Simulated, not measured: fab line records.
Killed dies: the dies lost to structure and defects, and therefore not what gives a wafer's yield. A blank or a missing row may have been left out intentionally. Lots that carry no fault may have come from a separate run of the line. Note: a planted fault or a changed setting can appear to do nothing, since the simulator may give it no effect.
8D (eight disciplines) problem report, filled in by code / flow sky130 / the parts of the form that need people (team, actions taken, sign-off) are left out

1. PROBLEM STATEMENT
Across 2 wafers from 2 lots, VIA1_HDPCVD_THK at SKY_VIA1_THK_MEAS_01 averages 912 nm, while fault-free wafers read 1033 nm with a standard deviation of 11. Measured from the usual mean, that is -11 standard deviations.
The first sign was on wafer L211.5 at day 35 20:38, on film metro-02. The record holds 36 wafers of 12 lots with a number at this step. By rule, "out" or "out of limits" means more than 4 standard deviations away from the usual mean. The other wafers with a number count as sound.

2. WHAT IT IS, AND WHAT IT ISN'T
question=which readings at this step | is=VIA1_HDPCVD_THK | is not=-
question=which lots | is=L211, L214 | is not=L205, L206, L207, L209, L213, L220, L222, L224, L225, L226
question=which wafers of those lots | is=L211.5, L214.6 | is not=L211.1, L211.3, L214.2, L214.3
question=read on which gauges | is=film metro-01, film metro-02 | is not=film metro-04
question=when | is=from day 35 20:38 | is not=up to then (14 sound wafers); but 20 sound wafers of L213, L214, L220, L222, L224, L225, L226 came after

3. WHAT RULES OUT EACH SUSPECT
Counting: if a tool at a process step up to the reading ran every lot that is out, it stays a suspect. Sound lots after the first of them don't rule it out here, since some wafers of a struck lot are sound.
- the gauge at SKY_VIA1_THK_MEAS_01 has been ruled out. The wafers that are out were read on 2 gauges (film metro-01, film metro-02).
- hdpcvd-02 at SKY_VIA1_HDPCVD_00 (deposits SiO2, target thk 1030 nm, time 171.7 s): kept. Ran every lot that is out, first one L211 (day 35 20:28); last sound lot up to then L209 (day 35 09:23). Its own readings are out on those wafers: run length s.
The count leaves hdpcvd-02 at SKY_VIA1_HDPCVD_00.

4. THE CAUSE (what the simulator had put in)
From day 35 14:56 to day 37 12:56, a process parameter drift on hdpcvd-02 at SKY_VIA1_HDPCVD_00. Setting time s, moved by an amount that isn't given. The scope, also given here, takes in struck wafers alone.
After counting, this tool was the only one left.

5. THE EFFECT CHAIN, in route order
Rows list readings where the struck wafers' mean (over those with a number) sits beyond 3 standard deviations from the usual. Scope: only readings with a usual standard deviation given in the record; hours: median across lots of the time from each lot's start at the first step in this table that gives one to its start at this step; sigmas: change in usual standard deviations.
hours=0; step=SKY_VIA1_HDPCVD_00; reading=run length s; usual=199.5 s; on struck wafers=179.2; change=-20.3; sigmas=-40
hours=0; step=SKY_VIA1_THK_MEAS_01; reading=VIA1_HDPCVD_THK; usual=1033 nm; on struck wafers=912; change=-120; sigmas=-11
Here are the process steps it includes:
- SKY_VIA1_HDPCVD_00: deposits SiO2, target thk 1030 nm, time 171.7 s.

6. HOW IT WOULD HAVE BEEN CAUGHT EARLIER
The first out-of-limits reading at a measuring or inspecting step in this record came at day 35 20:38, 6 hours after the fault's start at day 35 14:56.
The tool's own readings at SKY_VIA1_HDPCVD_00 were out on every struck wafer that the step has a row for (run length s): an alarm limit on them would have fired on the first of those.
Among the 2 lots that are out, L214 began SKY_VIA1_HDPCVD_00 on hdpcvd-02 after day 35 20:38. Holding the tool at that time would have saved it.
